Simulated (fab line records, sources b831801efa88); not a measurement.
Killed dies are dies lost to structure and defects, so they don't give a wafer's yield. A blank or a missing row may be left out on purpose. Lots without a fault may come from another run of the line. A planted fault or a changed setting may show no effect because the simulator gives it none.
Chamber matching | flow sfq_line | SFQ_TRILAYER_I4_VIA_BARC_OPEN_VIA_ETCH_146 on rie_diel-02: 4 sister chambers
The step etches BARC in O2, target depth 125 nm, time 41.7 s. 14 wafers are shown with their chamber, then 7 later ones without.

WAFERS WITH THEIR CHAMBER
wafer  | chamber | oes_product_au (a.u.)
L169.2 | 0       | 0.689
L169.5 | 3       | 0.689
L169.6 | 0       | 0.688
L171.2 | 2       | 0.687
L171.3 | 0       | 0.687
L171.4 | 3       | 0.682
L174.2 | 1       | 0.692
L174.3 | 3       | 0.677
L174.5 | 0       | 0.684
L175.1 | 2       | 0.693
L175.5 | 0       | 0.681
L175.6 | 1       | 0.682
L177.2 | 3       | 0.683
L177.5 | 0       | 0.680

SIGNATURES (means of the wafers above)
reading        | chamber 0 | chamber 1 | chamber 2 | chamber 3 | scatter within a chamber
oes_product_au | 0.68483   | 0.68700   | 0.69000   | 0.68275   | 0.0046
Rule: a wafer's distance from a chamber is the root of the sum, over the readings, of the square of ((its reading less the chamber's mean) divided by the reading's scatter). The wafer belongs to the nearest chamber; if the next one is less than 2 further off, it can't be placed. The scatter: the root of (the sum of the squares of (reading less its chamber's mean) over the shown wafers, divided by (wafers less chambers)).

WAFERS WITHOUT THEIR CHAMBER
wafer  | oes_product_au (a.u.)
L177.6 | 0.681
L179.3 | 0.686
L179.4 | 0.689
L179.6 | 0.676
L184.2 | 0.695
L184.4 | 0.690
L184.6 | 0.684

WHICH CHAMBER EACH WENT THROUGH
wafer  | from the rows above               | in truth
L177.6 | can't be placed: 3 or 0 or 1 or 2 | 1
L179.3 | can't be placed: 1 or 0 or 3 or 2 | 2
L179.4 | can't be placed: 2 or 1 or 0 or 3 | 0
L179.6 | can't be placed: 3 or 0 or 1 or 2 | 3
L184.2 | can't be placed: 2 or 1 or 0 or 3 | 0
L184.4 | can't be placed: 2 or 1 or 0 or 3 | 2
L184.6 | can't be placed: 0 or 3 or 1 or 2 | 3
Placed correctly: 0 of 7. Can't be placed from these rows: 7 (the true chamber is among the candidates in 7). Placed wrongly: 0.
